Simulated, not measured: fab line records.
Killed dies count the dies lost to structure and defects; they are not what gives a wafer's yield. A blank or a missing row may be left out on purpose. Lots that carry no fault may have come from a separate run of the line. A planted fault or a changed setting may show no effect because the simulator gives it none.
What tool caused it? + flow gf180mcu + 13 lots with 39 wafers sampled at 3 steps, on a route of 602 steps

## WHAT THE GAUGES SHOWED, per wafer
GF_CONTACT_CD_MEAS_14 targets a cd of 220 nm. Usual: cd_nm reads 220.0 nm (standard deviation 1.5).
| lot  | measured     | on        | cd_nm (nm)        | flag |
|------|--------------|-----------|-------------------|------|
| L203 | day 17 06:38 | cd_sem-02 | 218.6 219.0 219.1 |      |
| L204 | day 17 20:28 | cd_sem-01 | 222.5 220.9 222.3 |      |
| L206 | day 18 04:14 | cd_sem-01 | 219.3 220.3 220.8 |      |
| L207 | day 19 00:34 | cd_sem-02 | 219.5 220.3 219.3 |      |
| L210 | day 19 16:15 | cd_sem-02 | 222.9 221.3 222.3 |      |
| L211 | day 20 05:14 | cd_sem-02 | 217.5 219.3 217.8 |      |
| L213 | day 20 21:41 | cd_sem-01 | 221.7 218.8 220.4 |      |
| L214 | day 21 10:09 | cd_sem-02 | 219.2 220.3 220.1 |      |
| L215 | day 21 18:23 | cd_sem-01 | 217.6 216.5 218.9 |      |
| L222 | day 24 00:58 | cd_sem-01 | 220.0 221.5 219.9 |      |
| L221 | day 24 02:20 | cd_sem-01 | 221.7 219.3 220.7 |      |
| L223 | day 24 11:15 | cd_sem-01 | 218.8 220.2 219.6 |      |
| L224 | day 24 20:47 | cd_sem-02 | 219.5 220.4 219.2 |      |

GF_CONTACT_RS_MEAS_25: uses a four-point probe to measure. Usual: for CONTACT_W_RS the level is 0.381 ohm/sq and the standard deviation is 0.0046.
| lot  | measured     | on            | CONTACT_W_RS (ohm/sq) | flag |
|------|--------------|---------------|-----------------------|------|
| L203 | day 17 07:27 | film_metro-02 | 0.381 0.379 0.381     |      |
| L204 | day 17 21:18 | film_metro-02 | 0.379 0.377 0.379     |      |
| L206 | day 18 05:04 | film_metro-02 | 0.387 0.382 0.387     |      |
| L207 | day 19 01:23 | film_metro-04 | 0.372 0.379 0.382     |      |
| L210 | day 19 17:04 | film_metro-01 | 0.379 0.379 0.377     |      |
| L211 | day 20 06:03 | film_metro-01 | 0.374 0.389 0.373     |      |
| L213 | day 20 22:30 | film_metro-04 | 0.378 0.376 0.379     |      |
| L214 | day 21 10:58 | film_metro-02 | 0.388 0.383 0.390     |      |
| L215 | day 21 19:13 | film_metro-04 | 0.383 0.380 0.377     |      |
| L222 | day 24 01:47 | film_metro-02 | 0.382 0.383 0.387     |      |
| L221 | day 24 03:09 | film_metro-02 | 0.386 0.387 0.381     |      |
| L223 | day 24 12:04 | film_metro-02 | 0.380 0.385 0.384     |      |
| L224 | day 24 21:37 | film_metro-02 | 0.386 0.379 0.384     |      |

## WHAT TOOL EACH LOT RAN ON (gives the tool, then ch and the chambers of the sampled wafers, and finally the start)
| lot  | GF_CONTACT_CVD_02               |
|------|---------------------------------|
| L203 | pecvd-04 ch 0,2, day 16 06:49   |
| L204 | pecvd-02 ch 1,2, day 16 20:30   |
| L206 | pecvd-02 ch 0,1,2, day 17 03:53 |
| L207 | pecvd-04 ch 0,1, day 18 00:07   |
| L210 | pecvd-02 ch 0,2, day 18 14:52   |
| L211 | pecvd-01 ch 1,2, day 19 02:55   |
| L213 | pecvd-02 ch 0,1,2, day 19 21:53 |
| L214 | pecvd-02 ch 0,1,2, day 20 08:36 |
| L215 | pecvd-01 ch 0,1,2, day 20 17:56 |
| L222 | pecvd-02 ch 0,1,2, day 23 01:33 |
| L221 | pecvd-04 ch 0,1,2, day 23 02:48 |
| L223 | pecvd-02 ch 0,1,2, day 23 11:39 |
| L224 | pecvd-02 ch 1,2, day 23 21:53   |
- GF_CONTACT_CVD_02: deposits SiO2 from TEOS, target thk 860 nm, time 95.992 s.

## WHAT THE TOOLS THEMSELVES READ (means of the sampled wafers that have a number; where no wafer has one, the mark that the record gives instead)
GF_CONTACT_CVD_02. Usual: heater_power_outer_w 401 W, standard deviation 59; heater_power_w 682 W, standard deviation 87.
| lot  | tool     | heater_power_outer_w (W) | heater_power_w (W) | flag |
|------|----------|--------------------------|--------------------|------|
| L203 | pecvd-04 | 401                      | 705                |      |
| L204 | pecvd-02 | 375                      | 665                |      |
| L206 | pecvd-02 | 376                      | 642                |      |
| L207 | pecvd-04 | 452                      | 777                |      |
| L210 | pecvd-02 | 379                      | 631                |      |
| L211 | pecvd-01 | 389                      | 637                |      |
| L213 | pecvd-02 | 374                      | 651                |      |
| L214 | pecvd-02 | 421                      | 693                |      |
| L215 | pecvd-01 | 372                      | 615                |      |
| L222 | pecvd-02 | 425                      | 707                |      |
| L221 | pecvd-04 | 431                      | 741                |      |
| L223 | pecvd-02 | 414                      | 703                |      |
| L224 | pecvd-02 | 398                      | 669                |      |

## THE ANSWER, worked out from the rows above alone
Rule: a lot is off if the mean of its wafers that have a number lies more than 3 standard deviations from the usual mean. Also off: a lot with no number at a reading for which 4 or more lots have one. Where the step has rows for the other lots, those lots are counted as sound. First the gauges in route order, then the tools' own readings, where a lot's mean is used as printed above. The first step at which some lot is off is used, and at that step the reading that is off furthest; a lot without a number counts as furthest.
None of the lots is off at any reading shown; this tells nothing.

## WHAT WAS PUT IN BY THE SIMULATOR
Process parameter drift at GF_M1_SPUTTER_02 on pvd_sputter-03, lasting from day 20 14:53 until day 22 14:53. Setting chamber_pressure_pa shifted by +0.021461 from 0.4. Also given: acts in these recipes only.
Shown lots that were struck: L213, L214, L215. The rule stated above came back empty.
